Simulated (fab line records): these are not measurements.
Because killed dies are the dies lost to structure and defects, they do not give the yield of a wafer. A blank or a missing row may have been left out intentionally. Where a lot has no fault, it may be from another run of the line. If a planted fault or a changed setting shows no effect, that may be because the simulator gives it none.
Which tool was responsible? ; flow sky130 ; at 1 step of a route of 708, 12 lots with 36 wafers sampled

WHAT THE GAUGES READ, wafer by wafer
SKY_FIELD_ISO_BOW_MEAS_00.
lot;measured;on;INCOMING_BOW (um)
L148;day 2 06:01;film_metro-02;-12 -7 -9
L150;day 2 16:00;film_metro-01;5 8 -11
L152;day 3 02:00;film_metro-01;2 -9 4
L153;day 3 07:01;film_metro-04;8 9 -1
L155;day 3 17:01;film_metro-01;15 -12 2
L156;day 3 22:01;film_metro-04;4 -10 3
L157;day 4 03:02;film_metro-04;0 -1 9
L158;day 4 08:01;film_metro-01;-3 -11 5
L159;day 4 13:02;film_metro-04;8 0 11
L164;day 5 14:00;film_metro-01;5 -3 5
L166;day 6 00:00;film_metro-01;8 -3 -4
L167;day 6 05:00;film_metro-01;3 -3 2

WHAT TOOL EACH LOT RAN ON (gives the tool, then ch and the chambers of the sampled wafers, and finally the start)
The record shows no process step preceding these readings.

AS READ BY THE TOOLS THEMSELVES (means over the sampled wafers that have a number; for cases with no such wafer, the mark the record gives instead)
The record holds no such reading with a usual standard deviation.

THE ANSWER, worked out from the rows above alone
Rule: usual is defined by the lots themselves. The widest of any qualifying gaps counts: lots, ordered by their means at a reading, are off when they make up no more than a third of the lots, leave a main group of 4 or more, and stand apart from it by 3 or more times the standard deviation of that group's means. A main group is skipped when, at the precision printed for the reading in the tables above, its means are all equal. Also off: a lot with no number at a reading for which 4 or more lots have one. Any other lot the step has rows for is counted as sound. Order of review: gauges by route order, followed by the tools' own readings, for which a lot's mean as printed above is used. The first step at which some lot is off is used, and at that step the reading that is off furthest; a lot without a number counts as furthest.
Nothing can be told from this: no lot is off at any reading shown.

WHAT WAS PUT IN BY THE SIMULATOR
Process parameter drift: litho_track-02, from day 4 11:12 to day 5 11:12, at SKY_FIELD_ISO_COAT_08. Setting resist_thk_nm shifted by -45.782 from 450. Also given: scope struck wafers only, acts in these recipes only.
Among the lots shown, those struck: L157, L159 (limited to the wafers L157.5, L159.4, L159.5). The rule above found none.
